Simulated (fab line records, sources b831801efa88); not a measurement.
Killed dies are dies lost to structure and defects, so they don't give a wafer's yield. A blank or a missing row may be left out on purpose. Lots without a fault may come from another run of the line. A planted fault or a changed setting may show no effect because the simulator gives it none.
Which tool did it? | flow sky130 | 14 lots, 42 wafers sampled, at 3 steps of a route of 708

WHAT THE GAUGES READ, wafer by wafer
SKY_SD_N_RS_MEAS_16: measures by four-point-probe.
lot  | measured     | on            | SD_N_RS (ohm/sq)
L378 | day 27 16:44 | film_metro-03 | 68.73 68.59 68.65
L380 | day 28 17:58 | film_metro-01 | 68.72 68.70 68.63
L382 | day 29 02:29 | film_metro-02 | 68.78 68.62 68.70
L383 | day 29 17:46 | film_metro-02 | 68.38 68.67 68.53
L385 | day 30 12:41 | film_metro-02 | 68.67 68.55 68.51
L387 | day 31 07:18 | film_metro-03 | 68.40 68.46 68.50
L392 | day 32 19:59 | film_metro-01 | 68.85 68.77 68.70
L393 | day 32 23:19 | film_metro-03 | 68.52 68.60 68.44
L394 | day 33 10:32 | film_metro-02 | 68.56 68.73 68.73
L396 | day 33 19:37 | film_metro-03 | 68.26 68.52 68.31
L395 | day 34 00:07 | film_metro-03 | 68.59 68.65 68.65
L397 | day 34 15:55 | film_metro-02 | 68.44 68.28 68.35
L400 | day 35 08:35 | film_metro-03 | 68.64 68.39 68.51
L401 | day 35 12:02 | film_metro-03 | 68.34 68.67 68.47

SKY_LOCAL_INTERCONNECT_THK_MEAS_02: measures by xrf.
lot  | measured     | on            | LOCAL_INTERCONNECT_TIN_THK (nm)
L378 | day 29 00:18 | film_metro-04 | 97.7 99.3 98.6
L380 | day 30 00:25 | film_metro-04 | 100.8 100.7 101.0
L382 | day 30 09:05 | film_metro-04 | 99.7 100.3 98.2
L383 | day 31 00:09 | film_metro-03 | 99.0 99.6 101.2
L385 | day 31 18:15 | film_metro-01 | 99.0 100.0 99.1
L387 | day 32 12:58 | film_metro-03 | 99.5 99.3 98.8
L392 | day 34 01:25 | film_metro-03 | 101.8 100.8 101.7
L393 | day 34 04:11 | film_metro-03 | 97.8 100.0 97.6
L394 | day 34 14:58 | film_metro-03 | 100.2 100.1 98.7
L396 | day 35 00:16 | film_metro-04 | 101.3 100.3 100.6
L395 | day 35 04:44 | film_metro-04 | 99.8 100.2 101.1
L397 | day 35 21:13 | film_metro-01 | 101.7 99.8 99.0
L400 | day 36 13:52 | film_metro-04 | 102.0 99.6 101.1
L401 | day 36 17:44 | film_metro-03 | 97.8 99.6 97.4

SKY_LOCAL_INTERCONNECT_OVL_MEAS_12.
lot  | measured     | on         | LOCAL_INTERCONNECT_OVL (nm)
L378 | day 30 05:03 | overlay-01 | -4 -9 -1
L380 | day 31 03:56 | overlay-02 | 0 3 1
L382 | day 31 12:13 | overlay-02 | 3 -6 -5
L383 | day 32 03:46 | overlay-02 | -2 2 -5
L385 | day 32 21:21 | overlay-02 | 2 3 7
L387 | day 33 16:25 | overlay-02 | -8 0 2
L392 | day 35 03:38 | overlay-01 | -5 -6 -5
L393 | day 35 06:42 | overlay-01 | -3 -7 -2
L394 | day 35 17:10 | overlay-01 | -8 0 -6
L396 | day 36 02:38 | overlay-02 | -3 -4 -3
L395 | day 36 07:33 | overlay-02 | -9 0 2
L397 | day 36 23:26 | overlay-01 | 2 3 2
L400 | day 37 16:09 | overlay-01 | -3 -6 -5
L401 | day 37 19:57 | overlay-01 | -11 -6 -15

WHICH TOOL RAN EACH LOT (tool, then ch and the chambers of the sampled wafers, then the start)
The record holds no process step before these readings.

WHAT THE TOOLS THEMSELVES READ (means of the sampled wafers that have a number; where no wafer has one, the mark that the record gives instead)
The record holds no such reading with a usual standard deviation.

THE ANSWER, worked out from the rows above alone
Rule: what is usual is taken from the lots themselves. Put in order of their means at a reading, lots are off if they are a third of the lots or fewer, leave a main group of 4 or more, and stand apart from it by a gap of 3 or more times the standard deviation of the main group's means; of several such gaps the widest counts. A main group whose means are all the same, to the digits that the tables above print for the reading, isn't used. A lot without any number at a reading at which 4 lots or more have one is off too. The other lots that the step has rows for count as sound. The gauges are gone through in route order, then the tools' own readings, and for those a lot's mean is taken as printed above. The first step at which some lot is off is used, and at that step the reading that is off furthest; a lot without a number counts as furthest.
No lot is off at any reading shown: from this, nothing can be told.

WHAT THE SIMULATOR HAD PUT IN
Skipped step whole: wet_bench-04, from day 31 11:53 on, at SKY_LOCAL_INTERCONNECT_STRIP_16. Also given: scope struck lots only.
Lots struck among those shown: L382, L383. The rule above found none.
